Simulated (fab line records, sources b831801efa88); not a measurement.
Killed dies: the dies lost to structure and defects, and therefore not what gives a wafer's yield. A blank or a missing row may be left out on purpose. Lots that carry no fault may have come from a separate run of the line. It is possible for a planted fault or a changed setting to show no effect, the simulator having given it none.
Problem report, 8D (eight disciplines) form, completed by code :: flow sky130 :: the parts of the form that need people (team, actions taken, sign-off) are left out

1. PROBLEM STATEMENT
Across 6 wafers from 2 lots, RES_XHIGH_TW at SKY_RES_XHIGH_TW_MEAS_09 averages 1901, while fault-free wafers read 1631 with a standard deviation of 12. Relative to the usual mean, that is a shift of +23 standard deviations.
The first sign was on wafer L571.1 at day 33 22:34, on film metro-03. The record has a number at this step for 42 wafers belonging to 14 lots. Rule for "out", or "out of limits": more than 4 standard deviations from the usual mean. Any other wafer with a number is counted as sound.

2. WHAT IT IS, AND WHAT IT ISN'T
question: which readings at this step
is: RES_XHIGH_TW
is not: -

question: which lots
is: L571, L572
is not: L551, L553, L555, L556, L558, L560, L561, L562, L564, L567, L573, L574

question: which wafers of those lots
is: all that have a number
is not: -

question: read on which gauges
is: film metro-03
is not: film metro-01, film metro-04

question: when
is: from day 33 22:34
is not: up to then (30 sound wafers); but 6 sound wafers of L573, L574 came after

3. THE SUSPECTS, EACH WITH WHAT RULES IT OUT
Counting: a tool stays on the suspect list if, at a process step up to the reading, it processed all lots that are out and no sound lot following the first of them.
- the gauge at SKY_RES_XHIGH_TW_MEAS_09: kept. All the wafers that are out were read on film metro-03, and no step on other tools shows them out.
- litho track-04 at SKY_LDD_LDN_COAT_02 (resist thk 1140 nm): ruled out as a lasting fault. Following L571 (day 29 18:22), the first lot on it that is out, the sound lots L574 were run on it.
Left after counting: film metro-03 at SKY_RES_XHIGH_TW_MEAS_09.

4. THE CAUSE (what the simulator had put in)
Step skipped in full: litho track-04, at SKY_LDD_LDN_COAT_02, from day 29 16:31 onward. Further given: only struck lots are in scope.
It was ruled out by counting, in error; the rule expects a fault to strike all lots run on its tool from its start on, and this fault did not.

5. THE CHAIN OF EFFECTS, in route order
One row per reading whose mean, taken over the struck wafers that have a number, lies over 3 standard deviations from the usual. Only readings for which the record gives a usual standard deviation are gone through. hours: the time from each lot's start at the first step in this table that gives one to its start at this step, as a median over the lots. sigmas: the change in usual standard deviations.
hours: 0
step: SKY_RES_XHIGH_TW_MEAS_09
reading: RES_XHIGH_TW
usual: 1631
on struck wafers: 1901
change: +270
sigmas: +23
Readings that are blank on the struck wafers while sound wafers have them: chill plate temp C at SKY_LDD_LDN_COAT_02; dispense pressure kPa at SKY_LDD_LDN_COAT_02; LDD_LDN_OVL at SKY_LDD_LDN_OVL_MEAS_07; oes product au at SKY_LDD_LDN_STRIP_12; strip time to endpoint s at SKY_LDD_LDN_STRIP_12.

6. HOW IT WOULD HAVE BEEN CAUGHT EARLIER
Counted from the fault's start at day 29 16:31, it took 102 hours until the first out-of-limits reading at a measuring or inspecting step in this record, taken at day 33 22:34.
Between SKY_LDD_LDN_COAT_02 and SKY_RES_XHIGH_TW_MEAS_09, SKY_LDD_LDN_OVL_MEAS_07 gave no LDD_LDN_OVL on the struck wafers, where sound wafers have one: a measuring or inspecting step that comes back empty is itself a sign.
At SKY_LDD_LDN_COAT_02 the tool's readings are blank on the struck wafers, where sound wafers have them: an empty tool record is the first sign, and it was there at once.
